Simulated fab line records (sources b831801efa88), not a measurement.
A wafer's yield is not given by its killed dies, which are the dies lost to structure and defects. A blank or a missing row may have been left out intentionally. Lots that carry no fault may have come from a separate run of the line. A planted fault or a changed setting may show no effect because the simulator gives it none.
Which tool was responsible? | flow sky130 | 13 lots, 39 wafers sampled, at 4 steps of a route of 708

## WHAT EACH GAUGE READ, for each wafer
SKY_LI_CONTACT_CD_MEAS_12: target cd 170 nm.
lot  | measured     | on        | cd nm (nm)
L656 | day 29 17:16 | cd sem-01 | 172.2 171.3 173.3
L657 | day 29 23:52 | cd sem-02 | 171.6 170.8 170.5
L658 | day 30 15:14 | cd sem-02 | 171.9 171.9 172.7
L660 | day 31 10:08 | cd sem-02 | 170.8 170.8 170.1
L661 | day 31 17:28 | cd sem-02 | 172.0 170.5 170.1
L662 | day 31 18:26 | cd sem-01 | 169.9 169.7 169.9
L664 | day 32 10:11 | cd sem-01 | 170.9 170.0 170.4
L669 | day 33 21:05 | cd sem-01 | 170.6 170.8 170.5
L670 | day 34 00:02 | cd sem-01 | 170.4 170.6 170.4
L671 | day 34 13:49 | cd sem-01 | 169.4 169.6 170.8
L674 | day 35 10:59 | cd sem-01 | 168.1 167.2 168.5
L675 | day 36 01:20 | cd sem-01 | 172.6 170.9 170.3
L678 | day 36 16:30 | cd sem-02 | 170.6 172.2 169.9

SKY_LI_CONTACT_THK_MEAS_23: measures by xrf.
lot  | measured     | on            | LI_CONTACT_W_THK (nm)
L656 | day 29 18:15 | film metro-03 | 395 403 398
L657 | day 30 00:49 | film metro-03 | 400 400 405
L658 | day 30 16:11 | film metro-04 | 406 400 405
L660 | day 31 11:14 | film metro-03 | 408 405 404
L661 | day 31 18:25 | film metro-02 | 388 386 391
L662 | day 31 19:24 | film metro-04 | 409 396 404
L664 | day 32 11:09 | film metro-04 | 396 401 402
L669 | day 33 22:03 | film metro-03 | 406 403 397
L670 | day 34 01:00 | film metro-03 | 392 397 403
L671 | day 34 14:46 | film metro-04 | 409 401 406
L674 | day 35 11:57 | film metro-02 | 393 399 391
L675 | day 36 02:18 | film metro-03 | 404 401 405
L678 | day 36 17:26 | film metro-04 | 395 401 394

SKY_CONTACT_THK_MEAS_01.
lot  | measured     | on            | CONTACT_CVD_00_THK (nm)
L656 | day 30 23:35 | film metro-04 | 74.3 75.3 74.8
L657 | day 31 05:04 | film metro-02 | 73.5 75.2 76.4
L658 | day 31 20:30 | film metro-01 | 74.9 75.9 77.1
L660 | day 32 16:25 | film metro-01 | 74.1 76.4 76.3
L661 | day 32 22:32 | film metro-04 | 73.6 75.9 75.6
L662 | day 32 23:30 | film metro-02 | 74.6 77.8 76.8
L664 | day 33 14:29 | film metro-04 | 73.4 73.9 73.6
L669 | day 35 02:46 | film metro-04 | 73.5 73.6 75.4
L670 | day 35 05:34 | film metro-04 | 73.2 76.6 74.7
L671 | day 35 19:14 | film metro-01 | 73.2 76.1 75.3
L674 | day 36 15:55 | film metro-02 | 73.9 75.4 75.0
L675 | day 37 04:38 | film metro-02 | 73.1 74.6 76.1
L678 | day 37 20:32 | film metro-02 | 74.5 75.3 74.6

## EACH LOT AND THE TOOL THAT RAN IT (in order: tool; ch and the chambers of the sampled wafers; start)
lot  | SKY_LOCAL_INTERCONNECT_STRIP_15
L656 | plasma asher-01 ch 0,1, day 30 22:55
L657 | plasma asher-02 ch 0,1, day 31 04:25
L658 | plasma asher-02 ch 0,1, day 31 19:52
L660 | plasma asher-01 ch 0,1, day 32 15:47
L661 | plasma asher-01 ch 0,1, day 32 21:52
L662 | plasma asher-04 ch 0,1, day 32 22:52
L664 | plasma asher-01 ch 0,1, day 33 13:49
L669 | plasma asher-01 ch 0,1, day 35 02:01
L670 | plasma asher-01 ch 0,1, day 35 04:26
L671 | plasma asher-04 ch 0,1, day 35 18:31
L674 | plasma asher-04 ch 0,1, day 36 15:16
L675 | plasma asher-02 ch 0,1, day 37 04:01
L678 | plasma asher-02 ch 0,1, day 37 19:52
- SKY_LOCAL_INTERCONNECT_STRIP_15: strips in O2/N2.

## WHAT THE TOOLS THEMSELVES READ (means of the sampled wafers that have a number; where no wafer has one, the mark that the record gives instead)
SKY_LOCAL_INTERCONNECT_STRIP_15.
lot  | tool            | drypump motor current A (A) | oes product au (a.u.) | strip time to endpoint s (s)
L656 | plasma asher-01 | 5.3                         | 0.426                 | 4.717
L657 | plasma asher-02 | 5.9                         | 0.426                 | 4.698
L658 | plasma asher-02 | 5.9                         | 0.428                 | 4.701
L660 | plasma asher-01 | 5.4                         | 0.425                 | 4.696
L661 | plasma asher-01 | 5.4                         | 0.424                 | 4.704
L662 | plasma asher-04 | 6.0                         | 0.425                 | 4.697
L664 | plasma asher-01 | 5.4                         | 0.431                 | 4.741
L669 | plasma asher-01 | 5.4                         | 0.432                 | 4.725
L670 | plasma asher-01 | 5.4                         | 0.429                 | 4.706
L671 | plasma asher-04 | 5.6                         | 0.429                 | 4.713
L674 | plasma asher-04 | 6.0                         | 0.427                 | 4.700
L675 | plasma asher-02 | 5.9                         | 0.430                 | 4.739
L678 | plasma asher-02 | 5.9                         | 0.426                 | 4.722

## THE ANSWER, worked out from the rows above alone
Rule: what is usual is taken from the lots themselves. The widest of any qualifying gaps counts: lots, ordered by their means at a reading, are off when they make up no more than a third of the lots, leave a main group of 4 or more, and stand apart from it by 3 or more times the standard deviation of that group's means. If all means in a main group match to the digits the tables above print for the reading, that group is not used. A lot without any number at a reading at which 4 lots or more have one is off too. Where the step has rows for the other lots, those lots are counted as sound. The gauges are gone through in route order, then the tools' own readings, and for those a lot's mean is taken as printed above. The first step at which some lot is off is used, and at that step the reading that is off furthest; a lot without a number counts as furthest.
Across all readings shown, no lot is off: no conclusion can be drawn from this.

## WHAT THE SIMULATOR PUT IN
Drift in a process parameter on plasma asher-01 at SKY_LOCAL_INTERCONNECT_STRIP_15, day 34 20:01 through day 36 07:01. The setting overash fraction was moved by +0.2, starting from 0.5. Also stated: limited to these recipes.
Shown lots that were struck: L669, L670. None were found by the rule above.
